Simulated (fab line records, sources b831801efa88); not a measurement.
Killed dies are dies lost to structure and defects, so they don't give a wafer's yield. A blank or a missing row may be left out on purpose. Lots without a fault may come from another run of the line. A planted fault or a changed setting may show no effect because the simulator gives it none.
fab line records | flow sfq_line
record lots=13 wafers=39 last_day=91
route steps=325 shown M3@119
lots that met no fault: from a run of the same line without faults
start_h: hours from the record's first day to the start of the lot's first wafer shown | wait_h: hours since the lot's step before | " the same as in the row above | L1.1+2: a row that stands for several wafers | - no value, or no start given | * or withheld: withheld | < > ~ a bound
route shown NAME@n: a module of which the file shows steps, and the number in the route of the first | usual: mean/standard deviation of fault-free wafers | same: alike in all rows | chamber/n: place in a boat | sites: the reading at each site | _std_site: their standard deviation | _edge_site: outer sites' mean less inner sites' | radius_mm: how far each site lies from the wafer's centre | mask NAME#n: copy n | behind: the tool/chamber that last shaped the wafer | hold: why the lot was held/for how many hours/how that ended | device: the transistor (n, p or np) that didn't switch | end of line: the same wafers' tests at the end of the route | a step without rows: its recipe alone | killed: dies lost to structure and defects at the first sort, not the wafer's yield | map: a wafer's dies, x killed, . not, _ none there
set.NAME: the setting as run; set.NAME@STEP: as run at that earlier step | model.NAME: the simulator's own value behind a step, which no gauge read
steps of the route over a sample of lots; a table a step, a row a wafer
services: from which hour (start_h, from the record's first day; less than 0 if before it) a tool's chamber was out of use, for how many hours, and why
## steps
# step SFQ_TRILAYER_M3_DEP_SPUTTER_073
# recipe material=Nb base_pressure_pa=1.33e-06 chamber_pressure_pa=0.1278 substrate_temp_c=20 resputter_cathode_voltage_v=400 target_thk_nm=200 power_w=2000 time_s=133.3
# usual base_pressure_pa=1.32e-06/7.8e-08 throttle_valve_pct=30.1/1.1
# columns lot.wafer tool chamber start_h wait_h base_pressure_pa throttle_valve_pct
L161.2 pvd_sputter-03 - 859.99 0.0 1.28e-06 28.2
L161.4 " - " " 1.4e-06 29.7
L161.5 " - " " 1.36e-06 29.9
L162.1 pvd_sputter-05 - 867.19 0.0 1.34e-06 31.4
L162.2 " - " " 1.35e-06 30.2
L162.3 " - " " 1.23e-06 29.9
L163.1 pvd_sputter-03 - 875.59 0.0 1.29e-06 28.2
L163.2 " - " " 1.35e-06 29.7
L163.3 " - " " 1.32e-06 28.7
L165.1 pvd_sputter-03 - 883.99 0.0 1.36e-06 30.7
L165.2 " - " " 1.38e-06 28.2
L165.6 " - " " 1.26e-06 28.6
L166.1 pvd_sputter-05 - 908.01 0.0 1.31e-06 31.3
L166.3 " - " " 1.4e-06 32.0
L166.4 " - " " 1.33e-06 30.2
L172.1 pvd_sputter-04 - 975.63 0.0 1.28e-06 30.6
L172.2 " - " " 1.32e-06 29.6
L172.5 " - " " 1.38e-06 30.7
L174.3 pvd_sputter-03 - 1002.15 0.0 1.48e-06 29.9
L174.4 " - " " 1.35e-06 28.4
L174.6 " - " " 1.33e-06 27.9
L175.2 pvd_sputter-05 - 1003.35 0.0 1.31e-06 29.5
L175.3 " - " " 1.35e-06 31.1
L175.5 " - " " 1.31e-06 30.0
L178.2 pvd_sputter-04 - 1012.95 0.0 1.36e-06 29.9
L178.3 " - " " 1.26e-06 31.4
L178.4 " - " " 1.17e-06 30.5
L180.3 pvd_sputter-04 - 1017.75 0.0 1.33e-06 30.7
L180.5 " - " " 1.35e-06 31.2
L180.6 " - " " 1.32e-06 30.4
L181.2 pvd_sputter-05 - 1021.37 0.0 1.35e-06 29.9
L181.5 " - " " 1.37e-06 32.0
L181.6 " - " " 1.35e-06 29.6
L182.1 pvd_sputter-05 - 1028.80 0.0 1.29e-06 31.0
L182.2 " - " " 1.34e-06 30.3
L182.5 " - " " 1.28e-06 30.4
L184.1 pvd_sputter-03 - 1069.60 0.0 1.38e-06 28.5
L184.5 " - " " 1.34e-06 29.7
L184.6 " - " " 1.4e-06 28.8
# step SFQ_M3_RS_MEAS_919
# recipe thk_meas_gauge=four-point-probe reads=Nb_of_TRILAYER_M3_DEP_SPUTTER_073
# usual M3_NB_RS=0.887/0.011
# columns lot.wafer tool chamber start_h wait_h M3_NB_RS[ohm/sq]
L161.2 film_metro-04 - 860.10 0.1 0.887
L161.4 " - " " 0.883
L161.5 " - " " 0.881
L162.1 film_metro-01 - 867.28 0.0 0.884
L162.2 " - " " 0.895
L162.3 " - " " 0.907
L163.1 film_metro-02 - 875.68 0.0 0.876
L163.2 " - " " 0.879
L163.3 " - " " 0.884
L165.1 film_metro-02 - 884.08 0.0 0.885
L165.2 " - " " 0.887
L165.6 " - " " 0.885
L166.1 film_metro-02 - 908.10 0.0 0.881
L166.3 " - " " 0.872
L166.4 " - " " 0.885
L172.1 film_metro-01 - 975.72 0.0 0.872
L172.2 " - " " 0.874
L172.5 " - " " 0.876
L174.3 film_metro-04 - 1002.28 0.1 0.874
L174.4 " - " " 0.617
L174.6 " - " " 0.877
L175.2 film_metro-01 - 1003.46 0.1 0.890
L175.3 " - " " 0.878
L175.5 " - " " 0.893
L178.2 film_metro-01 - 1013.06 0.1 0.883
L178.3 " - " " 0.894
L178.4 " - " " 0.892
L180.3 film_metro-04 - 1017.88 0.1 0.892
L180.5 " - " " 0.894
L180.6 " - " " 0.898
L181.2 film_metro-04 - 1021.48 0.1 0.894
L181.5 " - " " 0.883
L181.6 " - " " 0.905
L182.1 film_metro-04 - 1028.89 0.0 0.881
L182.2 " - " " 0.885
L182.5 " - " " 0.888
L184.1 film_metro-01 - 1069.69 0.0 0.900
L184.5 " - " " 0.899
L184.6 " - " " 0.899
# step SFQ_TRILAYER_M3_ETCH_METAL_ETCH_078
# recipe target=Nb stop_on=SiO2 mask_material=PR chemistry=Cl2/Ar target_depth_nm=240 icp_w=600 bias_w=80 pressure_mtorr=10 time_s=120
# usual drypump_motor_current_A=5.4/0.47 he_backside_leak_sccm=3.4/0.37 oes_product_au=0.895/0.008 rf_fwd_power_W=595.9/1.9
# columns lot.wafer tool chamber start_h wait_h drypump_motor_current_A he_backside_leak_sccm oes_product_au rf_fwd_power_W rf_hours_counter_h
L161.2 rie_metal-02 0 867.02 0.1 5.7 3.5 0.899 595.6 -
L161.4 " 0 " " 5.7 3.3 0.905 596.2 -
L161.5 " 0 " " 5.7 3.5 0.899 596.7 -
L162.1 rie_metal-03 0 869.81 0.0 4.9 3.2 0.896 594.2 30
L162.2 " 1 " " 6.2 3.7 0.889 597.2 119
L162.3 " 1 " " 6.3 3.8 0.883 593.8 -
L163.1 rie_metal-04 0 879.14 0.0 5.4 3.7 0.899 599.3 80
L163.2 " 1 " " 4.9 3.7 0.899 594.6 135
L163.3 " 0 " " 5.4 3.2 0.897 596.9 -
L165.1 rie_metal-02 1 887.02 0.0 4.8 3.3 0.894 593.1 23
L165.2 " 0 " " 5.7 3.3 0.890 595.0 85
L165.6 " 1 " " 4.8 3.2 0.902 590.9 -
L166.1 rie_metal-03 0 910.62 0.0 5.0 3.3 0.898 599.0 38
L166.3 " 1 " " 6.3 3.5 0.904 597.7 -
L166.4 " 0 " " 5.0 3.2 0.895 599.0 -
L172.1 rie_metal-03 0 985.33 0.0 5.0 3.5 0.907 599.8 52
L172.2 " 1 " " 6.2 3.4 0.906 595.7 12
L172.5 " 1 " " 6.3 3.5 0.899 593.1 -
L174.3 rie_metal-02 0 1004.81 0.1 5.7 3.3 0.900 592.5 -
L174.4 " 1 " " 4.8 3.4 0.999 596.4 -
L174.6 " 1 " " 4.8 3.5 0.904 597.6 -
L175.2 rie_metal-04 1 1005.97 0.0 4.9 3.7 0.900 597.9 9
L175.3 " 1 " " 4.9 3.5 0.904 597.6 -
L175.5 " 0 " " 5.4 3.4 0.889 594.7 -
L178.2 rie_metal-03 0 1015.57 0.0 5.0 3.5 0.894 597.9 55
L178.3 " 1 " " 6.2 3.5 0.891 593.9 -
L178.4 " 0 " " 5.0 3.4 0.882 599.3 -
L180.3 rie_metal-04 1 1020.43 0.1 4.9 3.5 0.889 596.2 -
L180.5 " 1 " " 4.9 3.6 0.893 597.6 -
L180.6 " 0 " " 5.4 3.3 0.886 597.0 -
L181.2 rie_metal-02 0 1023.98 0.0 5.7 3.3 0.897 595.5 104
L181.5 " 0 " " 5.7 3.3 0.902 599.2 -
L181.6 " 1 " " 4.8 3.3 0.887 594.3 -
L182.1 rie_metal-02 1 1031.42 0.0 4.9 3.4 0.889 596.3 47
L182.2 " 0 " " 5.7 3.4 0.899 597.1 104
L182.5 " 1 " " 4.8 3.2 0.899 596.6 -
L184.1 rie_metal-03 0 1072.22 0.0 5.0 3.3 0.885 597.7 61
L184.5 " 1 " " 6.2 3.5 0.887 592.0 -
L184.6 " 0 " " 4.9 3.2 0.888 596.0 -
## services
# columns tool chamber start_h hours kind
pvd_sputter-05 2 853.52 - consumable_replace:kit
pvd_sputter-05 2 853.52 18.0 scheduled_down
pvd_sputter-05 2 853.52 18.0 vent_cycle
rie_metal-02 1 856.45 21.3 repair
pvd_sputter-03 - 877.73 5.1 repair
rie_metal-03 - 888.97 1.4 pm
rie_metal-03 1 893.40 - clean
rie_metal-03 1 893.40 15.6 scheduled_down
rie_metal-03 1 893.40 15.6 vent_cycle
pvd_sputter-05 - 897.39 8.5 repair
rie_metal-04 1 902.99 - clean
rie_metal-04 1 902.99 18.0 scheduled_down
rie_metal-04 1 902.99 18.0 vent_cycle
pvd_sputter-03 - 909.78 1.9 repair
rie_metal-04 1 924.16 25.1 repair
pvd_sputter-04 3 937.21 - consumable_replace:kit
pvd_sputter-04 3 937.21 18.0 scheduled_down
rie_metal-02 0 938.66 11.7 repair
rie_metal-03 1 948.62 3.9 repair
pvd_sputter-05 - 988.50 1.1 repair
rie_metal-03 - 1017.68 2.8 pm
pvd_sputter-05 - 1054.54 3.3 repair
rie_metal-02 - 1063.43 2.8 pm
rie_metal-04 - 1065.59 0.6 repair
## key
first_sign step=SFQ_M3_RS_MEAS_919 reading=M3_NB_RS direction=down sigmas=25 usual=0.887 struck=0.617
effect step=SFQ_TRILAYER_M3_ETCH_METAL_ETCH_078 reading=oes_product_au direction=up sigmas=13 usual=0.895 struck=0.999
met_at SFQ_TRILAYER_M3_DEP_SPUTTER_073
struck_lots L174
struck_wafers L174.4
onset_between 883.99 1002.15
fault kind=process_parameter_drift tool=pvd_sputter-03 chamber=- onset_h=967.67 steps=SFQ_TRILAYER_M3_DEP_SPUTTER_073 channel=target_thk_nm offset=84.975 shape=step end_h=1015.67 acts_in=these_recipes_only stated=200 scope=struck_wafers_only
